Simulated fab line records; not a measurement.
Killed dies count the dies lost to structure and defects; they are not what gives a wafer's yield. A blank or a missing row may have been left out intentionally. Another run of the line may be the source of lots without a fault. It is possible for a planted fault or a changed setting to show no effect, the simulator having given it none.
Problem report, 8D (eight disciplines) form, completed by code + flow sky130 + the parts of the form that need people (team, actions taken, sign-off) are left out

1. THE PROBLEM
VT_ADJUST_HVTP_TW at SKY_VT_ADJUST_HVTP_TW_MEAS_11 reads a mean of 1182 on 6 wafers of 2 lots; wafers without a fault read 1343 with a standard deviation of 8.2. Relative to the usual mean, that is a shift of -20 standard deviations.
Seen first at day 10 00:41 on filmMetro-03, wafer L971.1. Wafers with a number at this step in the record: 36, from 12 lots. The rule behind "out" and "out of limits": a value lying over 4 standard deviations away from the usual mean. All remaining wafers that have a number are taken as sound.

2. WHAT IT IS; WHAT IT IS NOT
| question                    | is                         | is not                                                                    |
|-----------------------------|----------------------------|---------------------------------------------------------------------------|
| which readings at this step | VT_ADJUST_HVTP_TW          | -                                                                         |
| which lots                  | L971, L975                 | L957, L958, L959, L960, L962, L963, L964, L967, L972, L973                |
| which wafers of those lots  | all that have a number     | -                                                                         |
| read on which gauges        | filmMetro-03, filmMetro-04 | filmMetro-01                                                              |
| when                        | from day 10 00:41          | up to then (24 sound wafers); but 6 sound wafers of L972, L973 came after |

3. WHAT RULES OUT EACH SUSPECT
Counting: a tool stays on the suspect list if, at a process step up to the reading, it processed all lots that are out and no sound lot following the first of them.
- the gauge at SKY_VT_ADJUST_HVTP_TW_MEAS_11 has been ruled out. The wafers that are out were read on 2 gauges (filmMetro-03, filmMetro-04).
- implanter-03 at SKY_VT_ADJUST_HVTP_IMPLANT_09: kept. All lots that are out passed through it, beginning with L971 at day 10 00:26, and no sound lot followed; its final sound lot before that point was L963 at day 7 17:22. Out on those wafers are its own readings of doseIonsCm2, faradayCurrentUA.
After counting, what remains is implanter-03 at SKY_VT_ADJUST_HVTP_IMPLANT_09.

4. THE CAUSE (what the simulator had put in)
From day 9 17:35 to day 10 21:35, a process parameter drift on implanter-03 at SKY_VT_ADJUST_HVTP_IMPLANT_09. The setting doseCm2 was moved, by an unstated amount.
This tool alone remained once counting was done.

5. THE CHAIN OF EFFECTS, in route order
One row per reading whose mean, taken over the struck wafers that have a number, lies over 3 standard deviations from the usual. Only readings whose record carries a usual standard deviation are examined. hours: median over the lots of the time between each lot's start at the first step of this table that gives one and its start at this step. sigmas: the change, counted in usual standard deviations.
| hours | step                          | reading           | usual   | on struck wafers | change   | sigmas      |
|-------|-------------------------------|-------------------|---------|------------------|----------|-------------|
| 0     | SKY_VT_ADJUST_HVTP_IMPLANT_09 | doseIonsCm2       | 4.3e+12 | 2.9e+12          | -1.4e+12 | -99 or more |
| 0     | SKY_VT_ADJUST_HVTP_IMPLANT_09 | faradayCurrentUA  | 24.2    | 16.2             | -7.9     | -18         |
| 0     | SKY_VT_ADJUST_HVTP_TW_MEAS_11 | VT_ADJUST_HVTP_TW | 1343    | 1182             | -162     | -20         |
It contains these process steps:
- SKY_VT_ADJUST_HVTP_IMPLANT_09

6. WHAT WOULD HAVE CAUGHT IT SOONER
7 hours passed between the start of the fault at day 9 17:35 and the first reading out of limits at a measuring or inspecting step in this record, taken at day 10 00:41.
Tool's own readings at SKY_VT_ADJUST_HVTP_IMPLANT_09, doseIonsCm2, faradayCurrentUA: out on all struck wafers the step has rows for; an alarm limit on them would have tripped on the first.
Lots out: 2; of these, L975 started SKY_VT_ADJUST_HVTP_IMPLANT_09 on implanter-03 after day 10 00:41. A hold on the tool at that time would have spared it.
